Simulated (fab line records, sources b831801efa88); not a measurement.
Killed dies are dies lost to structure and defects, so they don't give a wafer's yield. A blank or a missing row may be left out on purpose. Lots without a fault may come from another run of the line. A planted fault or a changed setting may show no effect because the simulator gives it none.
fab line records | flow gf180mcu
record lots=6 wafers=18 last_day=34
route steps=602 shown M3@413
lots that met no fault: from a run of the same line without faults
start_h: hours from the record's first day to the start of the lot's first wafer shown | wait_h: hours since the lot's step before | " the same as in the row above | L1.1+2: a row that stands for several wafers | - no value, or no start given | * or withheld: withheld | < > ~ a bound
route shown NAME@n: a module of which the file shows steps, and the number in the route of the first | usual: mean/standard deviation of fault-free wafers | same: alike in all rows | chamber/n: place in a boat | sites: the reading at each site | _std_site: their standard deviation | _edge_site: outer sites' mean less inner sites' | radius_mm: how far each site lies from the wafer's centre | mask NAME#n: copy n | behind: the tool/chamber that last shaped the wafer | hold: why the lot was held/for how many hours/how that ended | device: the transistor (n, p or np) that didn't switch | end of line: the same wafers' tests at the end of the route | a step without rows: its recipe alone | killed: dies lost to structure and defects at the first sort, not the wafer's yield | map: a wafer's dies, x killed, . not, _ none there
set.NAME: the setting as run; set.NAME@STEP: as run at that earlier step | model.NAME: the simulator's own value behind a step, which no gauge read
lots at some steps of the route; a table a step, a row a wafer
services: from which hour (start_h, from the record's first day; less than 0 if before it) a tool's chamber was out of use, for how many hours, and why
## steps
# step GF_M3_SPUTTER_04
# recipe material=TiN target_thk_nm=50 power_w=6500 time_s=41.7 chamber_pressure_pa=0.4
# usual throttle_valve_pct=30.3/1
# columns lot.wafer tool chamber start_h wait_h throttle_valve_pct
L204.1 pvd_sputter-03 - 505.86 0.0 30.9
L204.4 " - " " 29.9
L204.5 " - " " 30.2
L211.2 pvd_sputter-03 - 568.79 0.0 30.1
L211.3 " - " " 29.9
L211.4 " - " " 30.9
L212.4 pvd_sputter-01 - 569.81 0.0 31.0
L212.5 " - " " 31.1
L212.6 " - " " 31.0
L217.2 pvd_sputter-01 - 608.70 0.0 30.2
L217.3 " - " " 31.0
L217.5 " - " " 31.1
L219.1 pvd_sputter-02 - 620.53 0.0 31.5
L219.4 " - " " 28.3
L219.5 " - " " 31.5
L223.1 pvd_sputter-02 - 648.03 0.0 31.7
L223.2 " - " " 30.1
L223.3 " - " " 31.0
# step GF_M3_RS_MEAS_05
# recipe thk_meas_gauge=four-point-probe reads=TiN_of_M3_SPUTTER_04+Ti_of_M3_SPUTTER_03+AlCu_of_M3_SPUTTER_02+TiN_of_M3_SPUTTER_01+Ti_of_M3_SPUTTER_00
# usual M3_ALCU_RS=0.0698/0.00062
# columns lot.wafer tool chamber start_h wait_h M3_ALCU_RS[ohm/sq]
L204.1 film_metro-01 - 505.90 0.0 0.0690
L204.4 " - " " 0.0690
L204.5 " - " " 0.0694
L211.2 film_metro-01 - 568.85 0.0 0.0693
L211.3 " - " " 0.0692
L211.4 " - " " 0.0697
L212.4 film_metro-03 - 569.91 0.1 0.0696
L212.5 " - " " 0.0693
L212.6 " - " " 0.0687
L217.2 film_metro-03 - 608.76 0.0 0.0695
L217.3 " - " " 0.0697
L217.5 " - " " 0.0692
L219.1 film_metro-03 - 620.57 0.0 0.0714
L219.4 " - " " 0.0707
L219.5 " - " " 0.0704
L223.1 film_metro-03 - 648.07 0.0 0.0694
L223.2 " - " " 0.0689
L223.3 " - " " 0.0692
# step GF_M3_THK_MEAS_06
# recipe thk_meas_gauge=xrf reads=AlCu_of_M3_SPUTTER_02
# usual M3_ALCU_THK=449/4.6
# columns lot.wafer tool chamber start_h wait_h M3_ALCU_THK[nm]
L204.1 film_metro-01 - 506.02 0.1 453
L204.4 " - " " 453
L204.5 " - " " 449
L211.2 film_metro-01 - 568.96 0.1 451
L211.3 " - " " 455
L211.4 " - " " 451
L212.4 film_metro-03 - 570.00 0.1 451
L212.5 " - " " 453
L212.6 " - " " 459
L217.2 film_metro-03 - 608.87 0.1 455
L217.3 " - " " 451
L217.5 " - " " 456
L219.1 film_metro-03 - 620.69 0.1 441
L219.4 " - " " 443
L219.5 " - " " 447
L223.1 film_metro-03 - 648.19 0.1 450
L223.2 " - " " 451
L223.3 " - " " 452
# step GF_M3_DEHYDRATE_07
# recipe temp_c=200 time_s=60
# step GF_M3_HMDS_08
# recipe prime_time_s=60 prime_temp_c=120
# step GF_M3_COAT_09
# recipe resist=KrF spin_rpm=withheld resist_thk_nm=1000
# step GF_M3_SOFTBAKE_10
# recipe temp_c=130 time_s=60 resist=KrF
# step GF_M3_EXPOSE_11
# recipe mask_id=Metal3 target_cd_nm=280 na=0.68 source_shape=conventional sigma_outer=0.6 dose_mj=28
# step GF_M3_PEB_12
# recipe peb_temp_c=135 peb_time_s=90 resist=KrF
# step GF_M3_DEVELOP_13
# recipe develop_time_s=60 dev_temp_c=21
# step GF_M3_CD_MEAS_14
# recipe target_cd_nm=280
# usual cd_nm=279.9/1.3
# columns lot.wafer tool chamber start_h wait_h cd_nm
L204.1 cd_sem-02 - 529.32 0.1 279.6
L204.4 " - " " 279.0
L204.5 " - " " 279.7
L211.2 cd_sem-02 - 590.65 0.1 280.5
L211.3 " - " " 280.5
L211.4 " - " " 281.7
L212.4 cd_sem-01 - 591.98 0.1 281.0
L212.5 " - " " 282.0
L212.6 " - " " 281.5
L217.2 cd_sem-01 - 629.25 0.1 281.7
L217.3 " - " " 281.1
L217.5 " - " " 281.2
L219.1 cd_sem-02 - 640.67 0.1 278.8
L219.4 " - " " 279.7
L219.5 " - " " 277.8
L223.1 cd_sem-02 - 666.83 0.1 281.5
L223.2 " - " " 283.0
L223.3 " - " " 282.0
# step GF_M3_OVL_MEAS_15
# usual M3_OVL=4/5.9
# columns lot.wafer tool chamber start_h wait_h M3_OVL[nm]
L204.1 overlay-02 - 529.44 0.1 7
L204.4 " - " " 13
L204.5 " - " " 8
L211.2 overlay-01 - 590.76 0.1 1
L211.3 " - " " 2
L211.4 " - " " 1
L212.4 overlay-01 - 592.06 0.1 3
L212.5 " - " " 3
L212.6 " - " " 10
L217.2 overlay-02 - 629.36 0.1 10
L217.3 " - " " 8
L217.5 " - " " 5
L219.1 overlay-02 - 640.79 0.1 0
L219.4 " - " " 7
L219.5 " - " " 9
L223.1 overlay-02 - 666.95 0.1 4
L223.2 " - " " 10
L223.3 " - " " 9
# step GF_M3_METAL_ETCH_16
# recipe chemistry=Cl2/BCl3 mask_material=KrF target_depth_nm=627.5 stop_on=SiO2 pressure_mtorr=8 icp_w=800 bias_w=140 Cl2_flow_sccm=80 bcl3_flow_sccm=40 time_s=104.6
# usual bcl3_flow_sccm=40.00/0.13 bias_w=140.0/0.42 drypump_motor_current_A=5.8/0.43 oes_product_au=0.971/0.0057 throttle_valve_pct=28.252/0.01
# columns lot.wafer tool chamber start_h wait_h bcl3_flow_sccm bias_w drypump_motor_current_A oes_product_au rf_hours_counter_h throttle_valve_pct model.KrF_of_M3_COAT_09.thk_nm
L204.1 rie_metal-02 0 529.48 0.0 40.03 140.3 5.5 0.973 5 28.250 733.3
L204.4 " 1 " " 39.97 140.4 5.7 0.971 - 28.246 727.8
L204.5 " 1 " " 40.04 140.7 5.7 0.969 - 28.250 734.6
L211.2 rie_metal-01 0 590.79 0.0 - - - - - - 983.9
L211.3 " 0 " " - - - - - - 984.1
L211.4 " 1 " " - - - - - - 983.5
L212.4 rie_metal-04 1 592.19 0.1 - - - - - - 988.6
L212.5 " 1 " " - - - - - - 984.8
L212.6 " 1 " " - - - - - - 986.4
L217.2 rie_metal-01 0 629.39 0.0 39.95 140.4 6.0 0.983 2 28.241 733.7
L217.3 " 1 " " 40.06 139.9 5.2 0.972 - 28.266 730
L217.5 " 1 " " 39.97 139.8 5.2 0.977 - 28.244 729.6
L219.1 rie_metal-02 1 640.83 0.0 40.12 139.9 5.7 0.960 6 28.285 735.3
L219.4 " 1 " " 40.15 139.8 5.7 0.963 - 28.241 737.2
L219.5 " 0 " " 39.90 139.4 5.5 0.961 - 28.277 736
L223.1 rie_metal-02 0 666.99 0.0 39.98 140.2 5.5 0.966 10 28.263 742.6
L223.2 " 1 " " 40.21 141.0 5.7 0.970 6 28.230 740.4
L223.3 " 0 " " 39.85 140.3 5.5 0.968 - 28.227 746.2
# step GF_M3_STRIP_17
# recipe chemistry=O2/N2 power_w=1400 pressure_mtorr=1500 platen_temp_c=250 o2_flow_sccm=3000 n2_flow_sccm=300 overash_fraction=0.5
# usual drypump_motor_current_A=5.5/0.37 heater_power_w=325/45 oes_product_au=0.557/0.0047 strip_time_to_endpoint_s=7.86/0.041
# columns lot.wafer tool chamber start_h wait_h drypump_motor_current_A heater_power_w oes_product_au rf_hours_counter_h strip_time_to_endpoint_s
L204.1 plasma_asher-03 0 529.59 0.1 5.4 278 0.559 73 7.86
L204.4 " 1 " " 5.8 443 0.550 - 7.81
L204.5 " 1 " " 5.9 437 0.560 - 7.86
L211.2 plasma_asher-02 1 590.90 0.1 5.6 351 0.660 98 10.21
L211.3 " 1 " " 5.6 346 0.658 - 10.19
L211.4 " 0 " " 5.0 304 0.655 - 10.20
L212.4 plasma_asher-04 1 592.34 0.1 6.1 275 0.656 - 10.24
L212.5 " 1 " " 6.1 283 0.652 - 10.20
L212.6 " 0 " " 5.2 328 0.657 - 10.25
L217.2 plasma_asher-03 1 629.50 0.1 5.9 442 0.563 84 7.88
L217.3 " 0 " " 5.4 277 0.547 - 7.82
L217.5 " 0 " " 5.4 285 0.554 - 7.82
L219.1 plasma_asher-04 1 640.94 0.1 6.0 286 0.550 22 7.87
L219.4 " 0 " " 5.2 325 0.568 - 7.89
L219.5 " 0 " " 5.2 328 0.561 - 7.89
L223.1 plasma_asher-02 1 667.10 0.1 5.6 346 0.564 107 7.98
L223.2 " 0 " " 5.0 317 0.559 107 7.93
L223.3 " 1 " " 5.6 356 0.549 - 7.99
# step GF_M3_STRIP_18
# recipe chemistry=post_etch_residue_remover time_s=1200 temp_c=72.5
## services
# columns tool chamber start_h hours kind
pvd_sputter-01 - 490.23 2.8 repair
plasma_asher-02 - 535.96 7.0 repair
pvd_sputter-01 - 537.96 0.8 repair
rie_metal-01 0 540.97 - clean
rie_metal-01 0 540.97 21.9 scheduled_down
rie_metal-01 0 540.97 21.9 vent_cycle
plasma_asher-04 - 541.05 15.6 pm
plasma_asher-02 - 546.20 1.5 repair
rie_metal-04 - 564.42 0.4 repair
plasma_asher-03 - 577.20 4.0 pm
plasma_asher-02 - 579.63 2.8 pm
pvd_sputter-02 - 581.17 1.5 repair
pvd_sputter-03 1 603.82 - consumable_replace:kit
pvd_sputter-03 1 603.82 18.0 scheduled_down
pvd_sputter-03 1 603.82 18.0 vent_cycle
pvd_sputter-01 2 604.84 - consumable_replace:kit
pvd_sputter-01 2 604.84 18.0 scheduled_down
pvd_sputter-01 2 604.84 18.0 vent_cycle
plasma_asher-02 - 612.53 0.4 repair
pvd_sputter-01 - 625.85 65.9 repair
rie_metal-04 1 628.14 7.9 repair
pvd_sputter-03 - 638.32 5.5 repair
rie_metal-04 0 646.68 12.6 repair
pvd_sputter-01 - 663.16 5.6 repair
## key
first_sign step=GF_M3_METAL_ETCH_16 reading=tool_record direction=missing
effect step=GF_M3_STRIP_17 reading=strip_time_to_endpoint_s direction=up sigmas=58 usual=* struck=*
model_effect step=GF_M3_METAL_ETCH_16 value=KrF_of_M3_COAT_09.thk_nm without=733.1 struck=985.2
met_at GF_M3_METAL_ETCH_16
struck_wafers L211.2,L211.3,L211.4,L212.4,L212.5,L212.6
later_rows_left_out L211.2,L211.3,L211.4,L212.4,L212.5,L212.6
sort_left_out L211.2,L211.3,L211.4,L212.4,L212.5,L212.6
fault kind=skipped_step_whole tool=rie_metal-01,rie_metal-04 chamber=- onset_h=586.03 steps=GF_M3_METAL_ETCH_16 scope=struck_lots_only
# sort_left_out: the simulated sort isn't trusted on such a fault, so these wafers' sort isn't shown, and their yield isn't known
# later_rows_left_out: the simulator's readings of these wafers behind a module that went badly wrong aren't trusted and aren't shown, but for the sort
